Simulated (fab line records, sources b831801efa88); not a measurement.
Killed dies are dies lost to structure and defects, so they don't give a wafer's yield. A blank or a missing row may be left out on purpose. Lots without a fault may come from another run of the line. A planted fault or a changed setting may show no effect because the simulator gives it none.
Problem report in the 8D (eight disciplines) form, filled by code | flow sky130 | the parts of the form that need people (team, actions taken, sign-off) are left out

1. THE PROBLEM
exposure_dose_mJ_cm2 at SKY_NWELL_EXPOSE_07 reads a mean of 279.93 on 6 wafers of 2 lots; wafers without a fault read 254.98 with a standard deviation of 0.29. That is +86 standard deviations from the usual mean.
The step: exposes mask NWM, target cd 840 nm.
First seen on wafer L490.1, day 6 21:35, on iline_stepper-01. The record holds 24 wafers of 8 lots with a number at this step. Rule for "out", or "out of limits": more than 4 standard deviations from the usual mean. The other wafers with a number count as sound.

2. WHAT IT IS AND WHAT IT IS NOT
question                    | is                     | is not
which readings at this step | exposure_dose_mJ_cm2   | -
which lots                  | L490, L491             | L479, L480, L481, L484, L494, L498
which wafers of those lots  | all that have a number | -
read on which tools         | iline_stepper-01       | iline_stepper-02
when                        | from day 6 21:35       | up to then (12 sound wafers); but 6 sound wafers of L494, L498 came after

3. SUSPECTS, AND WHAT RULES EACH OUT
Counting: a tool at a process step up to the reading stays a suspect if it ran every lot that is out and no sound lot after the first of them.
- cmp-01 at SKY_FIELD_ISO_CMP_27 (polishes, stops on Si3N4, t overpolish 16 s, target thk 457.8 nm): ruled out as a lasting fault. Sound lots L494 ran on it after its first lot that is out, L490 (day 4 20:24).
- iline_stepper-01 at SKY_NWELL_EXPOSE_07 (exposes mask NWM, target cd 840 nm): kept. It ran every lot that is out, first L490 (day 6 21:35), and no sound lot after that; its last sound lot up to then is L484 (day 5 07:20). Its own readings are out on those wafers: exposure_dose_mJ_cm2.
Left after counting: iline_stepper-01 at SKY_NWELL_EXPOSE_07.

4. THE CAUSE (what the simulator had put in)
Process parameter drift: iline_stepper-01, from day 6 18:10 on, at SKY_NWELL_EXPOSE_07. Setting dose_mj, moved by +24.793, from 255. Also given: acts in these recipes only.
Counting left only this tool.

5. THE CHAIN OF EFFECTS, in route order
Each row: a reading whose mean over the struck wafers that have a number lies more than 3 standard deviations from the usual. Only readings for which the record gives a usual standard deviation are gone through. hours: the time from each lot's start at the first step in this table that gives one to its start at this step, as a median over the lots. sigmas: the change in usual standard deviations.
hours | step                | reading              | usual  | on struck wafers | change | sigmas
0     | SKY_NWELL_EXPOSE_07 | exposure_dose_mJ_cm2 | 254.98 | 279.93           | +24.95 | +86
The process steps in it:
- SKY_NWELL_EXPOSE_07: exposes mask NWM, target cd 840 nm.

6. WHAT WOULD HAVE CAUGHT IT SOONER
In this record the first reading out of limits was taken at day 6 21:35, 3 hours after the fault began at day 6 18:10.
